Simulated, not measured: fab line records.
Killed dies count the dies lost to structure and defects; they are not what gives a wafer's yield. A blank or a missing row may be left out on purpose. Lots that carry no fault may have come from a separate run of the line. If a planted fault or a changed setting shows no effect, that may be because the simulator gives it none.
Chamber matching + flow sfqLine + 4 sister chambers for SFQ_TRILAYER_I7_CMP_CMP_184 on cmp-02
The step polishes SiO2. 4 wafers are shown with their chamber, then 7 later ones without.

## WAFERS, EACH WITH ITS CHAMBER
| wafer  | chamber | motorCurrentA (A) |
|--------|---------|-------------------|
| L178.6 | 2       | 11.6              |
| L180.1 | 1       | 9.7               |
| L182.2 | 0       | 11.4              |
| L182.1 | 3       | 10.8              |

## WAFERS WHOSE CHAMBER IS MISSING
| wafer  | motorCurrentA (A) |
|--------|-------------------|
| L182.5 | 11.4              |
| L186.3 | 11.0              |
| L186.4 | 11.1              |
| L186.6 | 10.8              |
| L190.1 | 10.5              |
| L190.2 | 11.4              |
| L190.5 | 11.5              |

## WHICH CHAMBER EACH WENT THROUGH
| wafer  | from the rows above          | in truth |
|--------|------------------------------|----------|
| L182.5 | can't be placed: 0 or 2      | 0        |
| L186.3 | can't be placed: 3 or 0      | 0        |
| L186.4 | can't be placed: 3 or 0 or 2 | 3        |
| L186.6 | 3                            | 3        |
| L190.1 | 3                            | 3        |
| L190.2 | can't be placed: 0 or 2      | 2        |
| L190.5 | can't be placed: 0 or 2      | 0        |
Correctly placed: 2 of 7. These rows do not allow placing 5 (true chamber among the candidates in 5). Placed wrongly: 0.
How it was worked out, from the rows above alone: a wafer's distance from a chamber is the root of the sum, over the readings, of the square of ((its reading less the chamber's mean) divided by the reading's scatter). The wafer belongs to the nearest chamber; if the next one is less than 2 further off, it can't be placed. For every chamber, the mean is computed from those of its wafers that are shown. The scatter: with one shown wafer a chamber, the root of the mean of the squares of how far each hidden wafer lies from its nearest shown one.
